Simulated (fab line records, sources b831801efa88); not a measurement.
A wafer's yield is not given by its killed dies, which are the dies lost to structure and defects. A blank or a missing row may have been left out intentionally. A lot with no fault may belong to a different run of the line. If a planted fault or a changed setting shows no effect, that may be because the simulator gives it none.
Matching of chambers / flow sky130 / cmp-01 running SKY_VIA2_CMP_24: 4 sister chambers
The step polishes, stops on SiO2, t overpolish 20 s, target thk 0 nm. 20 wafers are shown with their chamber, then 10 later ones without.

## WAFERS PAIRED WITH THEIR CHAMBERS
wafer=L076.3; chamber=2; motor current A (A)=11.8; time to endpoint s (s)=103; overpolish run s (s)=19.988
wafer=L076.5; chamber=3; motor current A (A)=9.6; time to endpoint s (s)=102; overpolish run s (s)=19.991
wafer=L076.6; chamber=2; motor current A (A)=12.4; time to endpoint s (s)=106; overpolish run s (s)=20.004
wafer=L077.1; chamber=2; motor current A (A)=12.3; time to endpoint s (s)=99; overpolish run s (s)=19.999
wafer=L077.4; chamber=3; motor current A (A)=9.7; time to endpoint s (s)=105; overpolish run s (s)=20.010
wafer=L077.6; chamber=1; motor current A (A)=11.2; time to endpoint s (s)=103; overpolish run s (s)=20.011
wafer=L078.1; chamber=0; motor current A (A)=9.1; time to endpoint s (s)=100; overpolish run s (s)=19.998
wafer=L078.3; chamber=1; motor current A (A)=11.2; time to endpoint s (s)=99; overpolish run s (s)=19.999
wafer=L078.4; chamber=2; motor current A (A)=12.1; time to endpoint s (s)=98; overpolish run s (s)=20.025
wafer=L084.2; chamber=0; motor current A (A)=9.1; time to endpoint s (s)=107; overpolish run s (s)=19.999
wafer=L084.3; chamber=2; motor current A (A)=12.4; time to endpoint s (s)=106; overpolish run s (s)=20.000
wafer=L084.6; chamber=1; motor current A (A)=10.0; time to endpoint s (s)=105; overpolish run s (s)=20.001
wafer=L088.3; chamber=3; motor current A (A)=9.6; time to endpoint s (s)=108; overpolish run s (s)=20.007
wafer=L088.5; chamber=3; motor current A (A)=10.1; time to endpoint s (s)=103; overpolish run s (s)=19.995
wafer=L088.6; chamber=0; motor current A (A)=8.8; time to endpoint s (s)=106; overpolish run s (s)=20.003
wafer=L090.1; chamber=0; motor current A (A)=8.4; time to endpoint s (s)=101; overpolish run s (s)=20.008
wafer=L090.4; chamber=2; motor current A (A)=12.0; time to endpoint s (s)=101; overpolish run s (s)=20.017
wafer=L090.5; chamber=0; motor current A (A)=8.7; time to endpoint s (s)=101; overpolish run s (s)=20.003
wafer=L091.1; chamber=2; motor current A (A)=11.5; time to endpoint s (s)=104; overpolish run s (s)=20.003
wafer=L091.2; chamber=3; motor current A (A)=9.9; time to endpoint s (s)=104; overpolish run s (s)=19.997

SIGNATURES (averages over the wafers above)
reading=motor current A; chamber 0=8.820; chamber 1=10.800; chamber 2=12.071; chamber 3=9.780; scatter within a chamber=0.368
reading=time to endpoint s; chamber 0=103.00; chamber 1=102.33; chamber 2=102.43; chamber 3=104.40; scatter within a chamber=3
reading=overpolish run s; chamber 0=20.00220; chamber 1=20.00367; chamber 2=20.00514; chamber 3=20.00000; scatter within a chamber=0.00904
Rule: distance of a wafer from a chamber = root of the sum over the readings of ((wafer's reading minus chamber's mean) / reading's scatter) squared. The wafer belongs to the nearest chamber; if the next one is less than 2 further off, it can't be placed. How the scatter is found: for the shown wafers, subtract from each reading the mean of its chamber, square and add these, divide the total by (wafers less chambers), then take the root.

## WAFERS MISSING THEIR CHAMBER
wafer=L091.4; motor current A (A)=8.6; time to endpoint s (s)=104; overpolish run s (s)=19.999
wafer=L093.1; motor current A (A)=12.3; time to endpoint s (s)=100; overpolish run s (s)=19.999
wafer=L093.2; motor current A (A)=8.8; time to endpoint s (s)=95; overpolish run s (s)=19.989
wafer=L093.6; motor current A (A)=12.7; time to endpoint s (s)=102; overpolish run s (s)=20.016
wafer=L095.1; motor current A (A)=9.6; time to endpoint s (s)=101; overpolish run s (s)=19.992
wafer=L095.4; motor current A (A)=10.7; time to endpoint s (s)=99; overpolish run s (s)=19.987
wafer=L095.6; motor current A (A)=9.1; time to endpoint s (s)=101; overpolish run s (s)=20.006
wafer=L097.2; motor current A (A)=9.4; time to endpoint s (s)=96; overpolish run s (s)=19.994
wafer=L097.5; motor current A (A)=8.6; time to endpoint s (s)=96; overpolish run s (s)=20.007
wafer=L097.6; motor current A (A)=11.3; time to endpoint s (s)=99; overpolish run s (s)=20.011

## WHICH CHAMBER EACH ONE RAN IN
wafer=L091.4; from the rows above=0; in truth=0
wafer=L093.1; from the rows above=2; in truth=2
wafer=L093.2; from the rows above=can't be placed: 0 or 3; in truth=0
wafer=L093.6; from the rows above=2; in truth=2
wafer=L095.1; from the rows above=can't be placed: 3 or 0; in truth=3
wafer=L095.4; from the rows above=can't be placed: 1 or 3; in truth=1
wafer=L095.6; from the rows above=can't be placed: 0 or 3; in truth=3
wafer=L097.2; from the rows above=can't be placed: 0 or 3 or 1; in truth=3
wafer=L097.5; from the rows above=can't be placed: 0 or 3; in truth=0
wafer=L097.6; from the rows above=can't be placed: 1 or 2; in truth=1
Correctly placed: 3 of 10. Not placeable from these rows: 7 (in 7, the candidates include the true chamber). Number placed wrongly: 0.
